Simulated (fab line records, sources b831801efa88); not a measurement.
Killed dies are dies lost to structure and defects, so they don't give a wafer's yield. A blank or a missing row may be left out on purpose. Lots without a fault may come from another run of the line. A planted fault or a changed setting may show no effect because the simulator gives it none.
Which tool did it? | flow gf180mcu | 14 lots, 42 wafers sampled, at 3 steps of a route of 602

WHAT THE GAUGES READ, wafer by wafer
GF_NWELL_OVL_MEAS_07.
lot  | measured    | on         | NWELL_OVL (nm)
L658 | day 3 17:11 | overlay-01 | 0.2 -0.7 -2.7
L659 | day 3 18:07 | overlay-01 | -1.4 -1.8 -1.7
L660 | day 3 23:29 | overlay-01 | 1.7 2.7 1.0
L662 | day 4 10:13 | overlay-01 | 1.5 -0.1 1.2
L663 | day 4 10:34 | overlay-01 | -0.4 0.7 1.2
L664 | day 4 21:47 | overlay-01 | -0.2 2.0 2.1
L665 | day 5 03:04 | overlay-01 | 0.0 -0.4 0.2
L666 | day 5 03:26 | overlay-01 | 0.6 -0.2 1.3
L667 | day 5 09:40 | overlay-01 | -0.2 -1.7 -0.9
L668 | day 5 13:28 | overlay-01 | -1.5 -0.9 -2.0
L671 | day 6 07:19 | overlay-01 | -0.2 2.1 1.4
L673 | day 6 17:52 | overlay-02 | -1.3 -2.7 -1.0
L680 | day 8 08:07 | overlay-02 | -1.6 -1.3 -3.5
L681 | day 8 12:50 | overlay-02 | 1.5 0.8 0.9

GF_LVPWELL_OVL_MEAS_07.
lot  | measured    | on         | LVPWELL_OVL (nm)
L658 | day 4 06:32 | overlay-01 | -0.7 -0.6 0.1
L659 | day 4 07:19 | overlay-01 | -0.6 -0.6 -1.6
L660 | day 4 12:26 | overlay-01 | -2.6 -3.2 -0.9
L662 | day 5 00:11 | overlay-01 | -0.8 -0.8 -0.2
L663 | day 5 00:32 | overlay-01 | 0.0 -0.3 -1.3
L664 | day 5 12:44 | overlay-01 | -0.4 -0.6 -1.2
L665 | day 5 17:22 | overlay-02 | 0.6 1.7 1.3
L666 | day 5 17:57 | overlay-01 | -0.4 -0.2 0.8
L667 | day 6 00:35 | overlay-02 | 0.7 -1.1 -1.2
L668 | day 6 04:08 | overlay-02 | -0.7 -2.9 -1.4
L671 | day 6 22:29 | overlay-02 | -1.8 -0.8 -0.8
L673 | day 7 09:58 | overlay-01 | -0.4 -1.1 -3.1
L680 | day 9 00:29 | overlay-01 | 0.2 0.3 -0.4
L681 | day 9 06:08 | overlay-01 | -2.0 -2.0 -0.4

WHICH TOOL RAN EACH LOT (tool, then ch and the chambers of the sampled wafers, then the start)
lot  | GF_STI_WET_ETCH_17
L658 | wet_bench-03 ch 3, day 2 03:37
L659 | wet_bench-03 ch 0, day 2 08:46
L660 | wet_bench-04 ch 0, day 2 12:45
L662 | wet_bench-03 ch 2, day 3 03:25
L663 | wet_bench-01 ch 1, day 3 03:46
L664 | wet_bench-01 ch 2, day 3 13:00
L665 | wet_bench-03 ch 1, day 3 19:01
L666 | wet_bench-01 ch 1, day 3 19:22
L667 | wet_bench-04 ch 2, day 4 01:09
L668 | wet_bench-04 ch 3, day 4 04:31
L671 | wet_bench-01 ch 3, day 4 20:28
L673 | wet_bench-01 ch 2, day 5 07:13
L680 | wet_bench-04 ch 0, day 6 19:37
L681 | wet_bench-04 ch 2, day 7 00:00
- GF_STI_WET_ETCH_17: etches Si3N4 in H3PO4, target depth 45 nm, time 514 s.

WHAT THE TOOLS THEMSELVES READ (means of the sampled wafers that have a number; where no wafer has one, the mark that the record gives instead)
GF_STI_WET_ETCH_17.
lot  | tool         | bath_guard_temp_C (C) | temp_c (C)
L658 | wet_bench-03 | 159.5                 | 160.00
L659 | wet_bench-03 | 159.0                 | 160.04
L660 | wet_bench-04 | 159.9                 | 159.96
L662 | wet_bench-03 | 160.5                 | 160.00
L663 | wet_bench-01 | 159.8                 | 159.86
L664 | wet_bench-01 | 160.1                 | 160.09
L665 | wet_bench-03 | 160.5                 | 159.99
L666 | wet_bench-01 | 159.6                 | 160.07
L667 | wet_bench-04 | 160.2                 | 160.18
L668 | wet_bench-04 | 159.9                 | 160.01
L671 | wet_bench-01 | 161.2                 | 161.12
L673 | wet_bench-01 | 161.1                 | 161.01
L680 | wet_bench-04 | 160.1                 | 159.89
L681 | wet_bench-04 | 160.3                 | 159.85

THE ANSWER, worked out from the rows above alone
Rule: what is usual is taken from the lots themselves. Put in order of their means at a reading, lots are off if they are a third of the lots or fewer, leave a main group of 4 or more, and stand apart from it by a gap of 3 or more times the standard deviation of the main group's means; of several such gaps the widest counts. A main group whose means are all the same, to the digits that the tables above print for the reading, isn't used. A lot without any number at a reading at which 4 lots or more have one is off too. The other lots that the step has rows for count as sound. The gauges are gone through in route order, then the tools' own readings, and for those a lot's mean is taken as printed above. The first step at which some lot is off is used, and at that step the reading that is off furthest; a lot without a number counts as furthest.
Off: L671, L673, at GF_STI_WET_ETCH_17 (temp_c). The main group: mean 160.00 C, standard deviation 0.093.
A tool fits if, at that step or a process step before it, it ran every lot that is off, and no sound lot after the first of them. One fits: wet_bench-01 at GF_STI_WET_ETCH_17. Its last sound lot is L666 (day 3 19:22), its first lot that is off L671 (day 4 20:28): a fault that began between those two fits.
The tool's own readings at GF_STI_WET_ETCH_17 bear it out: on the lots that are off they differ by more than 5 times the standard deviation of the sound lots' means. temp_c reads 161.06 C there against 160.00 C on the sound lots.

WHAT THE SIMULATOR HAD PUT IN
Process parameter drift: wet_bench-01, from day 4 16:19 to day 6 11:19, at GF_STI_WET_ETCH_17. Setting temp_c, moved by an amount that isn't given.
Lots struck among those shown: L671, L673. The rule above found the same.
